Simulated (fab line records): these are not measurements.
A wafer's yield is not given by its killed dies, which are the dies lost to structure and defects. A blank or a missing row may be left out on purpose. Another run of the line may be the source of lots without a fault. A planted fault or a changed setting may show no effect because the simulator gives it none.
A struck lot beside a sound one -- flow sky130 -- 43 steps out of a route of 708
Sound: these wafers, L821.2, L821.3, L821.6. Struck: wafer L830.4 (L830.2, L830.3, from the same lot, were not struck and are left out); the cause is given at the end.
For every step that has rows: the tool of each side, followed by ch and its chambers, followed by its first start. Under that, the readings that differ: sound wafers -- struck wafers -- difference of the means -- sigmas: that difference in standard deviations of wafers without a fault.
alike: readings with means less than 2 such deviations apart, plus words and numbers identical on both sides. not compared: withheld readings, readings lacking a value on some wafer, bounds such as >300 that could conceal the same value, and numbers that have no deviation in the record and whose values overlap.
The two part at a step that has a row with sigmas, a row that says differs or no value, or rows on one side only. Numbers that have no deviation but don't overlap get no sigmas and don't part them. A reading missing from all wafers of one side parts the sides only when that side holds two or more wafers.

first, 8 steps without rows for these wafers: SKY_POLY_GATE_DEHYDRATE_05 (time 60 s); SKY_POLY_GATE_HMDS_06 (prime time 60 s); SKY_POLY_GATE_COAT_07 (resist thk 110 nm); SKY_POLY_GATE_COAT_08 (resist thk 450 nm); SKY_POLY_GATE_SOFTBAKE_09 (time 90 s); SKY_POLY_GATE_EXPOSE_10 (exposes mask P1M, target cd 150 nm); SKY_POLY_GATE_PEB_11; SKY_POLY_GATE_DEVELOP_12 (develop time 60 s).
SKY_POLY_GATE_CD_MEAS_13 targets a cd of 150 nm.
  struck on cd-sem-01, day 20 11:09; sound on cd-sem-01, day 17 11:16
  alike: cd-nm
SKY_POLY_GATE_OVL_MEAS_14:
  struck on overlay-01, day 20 11:16; sound on overlay-01, day 17 11:22
  alike: POLY_GATE_OVL
SKY_POLY_GATE_ETCH_15: etches BARC in N2/H2, stops on SiO2, time 118.5 s, target depth 110 nm.
  sound on rie-diel-02 ch 1,3, day 17 11:23; struck on rie-diel-02 ch 3, day 20 11:17
  alike: drypump-motor-current-A, oes-product-au, throttle-valve-pct
  not compared: rf-hours-counter-h
SKY_POLY_GATE_ETCH_16: etches Si3N4 in CH3F/O2, stops on poly-Si, time 147.5 s, target depth 75 nm.
  sound on rie-diel-02 ch 1,3, day 17 11:28; struck on rie-diel-02 ch 3, day 20 11:22
  alike: drypump-motor-current-A, oes-product-au, throttle-valve-pct
  not compared: rf-hours-counter-h
SKY_POLY_GATE_ETCH_17: etches poly-Si in HBr/Cl2, stops on SiO2, target depth 180 nm, time 70.5 s.
  sound on rie-si-02 ch 0,1,3, day 17 11:34; struck on rie-si-01 ch 0, day 20 11:28
  alike: drypump-motor-current-A, oes-product-au, throttle-valve-pct
  not compared: rf-hours-counter-h
SKY_POLY_GATE_STRIP_18: strips in O2/N2.
  sound on plasma-asher-04 ch 0,1, day 17 11:38; struck on plasma-asher-04 ch 0, day 20 11:32
  alike: drypump-motor-current-A, oes-product-au, strip-time-to-endpoint-s
  not compared: rf-hours-counter-h
then, 2 steps without rows for these wafers: SKY_POLY_GATE_CLEAN_19 (cleans in SC1/SC2, time 150 s); SKY_POLY_GATE_OXIDATION_20 (stabilise 600 s, purge 300 s, target thk 4 nm).
SKY_POLY_GATE_THK_MEAS_21:
  struck on film-metro-04, day 20 13:55; sound on film-metro-03, day 17 14:17
  alike: POLY_GATE_OXIDATION_THK
SKY_POLY_GATE_CD_MEAS_22:
  struck on cd-sem-02, day 20 13:59; sound on cd-sem-01, day 17 14:22
reading,sound,struck,difference,sigmas
cd-nm (nm),148.7 144.2 147.7,151.6,+4.7,+3
then, 7 steps without rows for these wafers: SKY_LDD_N_DEHYDRATE_00 (time 60 s); SKY_LDD_N_HMDS_01 (prime time 60 s); SKY_LDD_N_COAT_02 (resist thk 300 nm); SKY_LDD_N_SOFTBAKE_03 (time 60 s); SKY_LDD_N_EXPOSE_04 (exposes mask NTM, target cd 840 nm); SKY_LDD_N_PEB_05; SKY_LDD_N_DEVELOP_06 (develop time 60 s).
SKY_LDD_N_OVL_MEAS_07:
  struck on overlay-02, day 21 19:35; sound on overlay-01, day 18 20:44
  alike: LDD_N_OVL
then, 8 steps without rows for these wafers: SKY_LDD_N_IMPLANT_08; SKY_LDD_N_IMPLANT_09; SKY_LDD_N_IMPLANT_10; SKY_LDD_N_IMPLANT_11; SKY_LDD_N_IMPLANT_12; SKY_LDD_N_IMPLANT_13; SKY_LDD_N_IMPLANT_14; SKY_LDD_N_IMPLANT_15.
SKY_LDD_N_STRIP_16: strips in O2/N2.
  sound on plasma-asher-01 ch 1, day 18 21:58; struck on plasma-asher-01 ch 1, day 21 20:49
reading,sound,struck,difference,sigmas
strip-time-to-endpoint-s (s),4.314 4.319 4.336,4.286,-0.037,-2
  alike: drypump-motor-current-A, oes-product-au
  not compared: rf-hours-counter-h
SKY_LDD_N_TW_MEAS_17:
  struck on film-metro-02, day 21 20:55; sound on film-metro-04, day 18 22:04
  alike: LDD_N_TW
then, 6 steps without rows for these wafers: SKY_LDD_P_DEHYDRATE_00 (time 60 s); SKY_LDD_P_HMDS_01 (prime time 60 s); SKY_LDD_P_COAT_02 (resist thk 1140 nm); SKY_LDD_P_SOFTBAKE_03 (time 60 s); SKY_LDD_P_EXPOSE_04 (exposes mask PSDM, target cd 380 nm); SKY_LDD_P_PEB_05.
-- record jumps: 27 days separate the struck wafers' starts on either side; left off in module LDD_P, taken up again in module PAD_OPEN, whose first shown step is the route's number 708 --
SKY_PAD_OPEN_PROBE_99:
  struck on prober-02, day 48 12:17; sound on prober-01, day 46 07:16
reading,sound,struck,difference,sigmas
hold,- - -,await-dispo/3.3h/release,no value on the sound wafers,
killed_at_M0_to_M3,46 36 38,55,+15,+2
killed-at-front-end,17 20 11,58,+42,+9
killed-dies,93 86 72,134,+50,+5
  alike: killed_at_M4_up, killed-at-contacts, killed-at-other, killed-open, killed-short

## WHERE THEY PART
Last at SKY_PAD_OPEN_PROBE_99 as far as this record goes, first at SKY_POLY_GATE_CD_MEAS_22.

WHY: what the simulator had put in
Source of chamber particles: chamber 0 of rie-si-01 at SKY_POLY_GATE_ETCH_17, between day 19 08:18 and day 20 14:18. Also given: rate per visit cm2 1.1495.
